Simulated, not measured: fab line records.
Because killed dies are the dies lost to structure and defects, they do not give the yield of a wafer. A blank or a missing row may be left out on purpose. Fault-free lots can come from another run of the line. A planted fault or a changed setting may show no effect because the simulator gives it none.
Chamber matching :: flow gf180mcu :: cmp-01 running GF_CONTACT_CMP_27: 4 sister chambers
The step polishes, stops on SiO2, t overpolish 15 s, target thk 0 nm. 8 wafers are shown with their chamber, then 8 later ones without.

WAFERS PAIRED WITH THEIR CHAMBERS
wafer: L602.3
chamber: 1
motorCurrentA (A): 11.9
timeToEndpointS (s): 71

wafer: L604.3
chamber: 3
motorCurrentA (A): 13.1
timeToEndpointS (s): 75

wafer: L606.5
chamber: 2
motorCurrentA (A): 12.6
timeToEndpointS (s): 68

wafer: L606.6
chamber: 1
motorCurrentA (A): 12.5
timeToEndpointS (s): 72

wafer: L608.2
chamber: 3
motorCurrentA (A): 13.5
timeToEndpointS (s): 72

wafer: L608.4
chamber: 0
motorCurrentA (A): 11.1
timeToEndpointS (s): 74

wafer: L608.6
chamber: 2
motorCurrentA (A): 13.1
timeToEndpointS (s): 71

wafer: L614.1
chamber: 0
motorCurrentA (A): 12.0
timeToEndpointS (s): 72

WAFERS WITHOUT THEIR CHAMBER
wafer: L614.3
motorCurrentA (A): 12.7
timeToEndpointS (s): 74

wafer: L614.6
motorCurrentA (A): 11.5
timeToEndpointS (s): 75

wafer: L617.3
motorCurrentA (A): 11.7
timeToEndpointS (s): 81

wafer: L617.5
motorCurrentA (A): 12.9
timeToEndpointS (s): 74

wafer: L617.6
motorCurrentA (A): 12.5
timeToEndpointS (s): 77

wafer: L619.1
motorCurrentA (A): 12.8
timeToEndpointS (s): 69

wafer: L619.3
motorCurrentA (A): 10.9
timeToEndpointS (s): 74

wafer: L619.4
motorCurrentA (A): 11.9
timeToEndpointS (s): 79

WHICH CHAMBER EACH WENT THROUGH
wafer: L614.3
from the rows above: can't be placed: 3 or 1 or 0 or 2
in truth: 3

wafer: L614.6
from the rows above: can't be placed: 0 or 1
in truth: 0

wafer: L617.3
from the rows above: can't be placed: 0 or 3 or 1
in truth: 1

wafer: L617.5
from the rows above: can't be placed: 3 or 1 or 2
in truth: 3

wafer: L617.6
from the rows above: can't be placed: 3 or 0 or 1 or 2
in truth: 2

wafer: L619.1
from the rows above: can't be placed: 2 or 1
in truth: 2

wafer: L619.3
from the rows above: can't be placed: 0 or 1
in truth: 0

wafer: L619.4
from the rows above: can't be placed: 0 or 1 or 3
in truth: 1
0 of 8 placed correctly. Unplaceable from these rows: 8, with the true chamber sitting among the candidates in 8. Number placed wrongly: 0.
How it was worked out, from the rows above alone: a wafer's distance from a chamber is the root of the sum, over the readings, of the square of ((its reading less the chamber's mean) divided by the reading's scatter). The wafer belongs to the nearest chamber; if the next one is less than 2 further off, it can't be placed. A chamber's mean is the mean of its shown wafers. The scatter: the root of (the sum of the squares of (reading less its chamber's mean) over the shown wafers, divided by (wafers less chambers)).
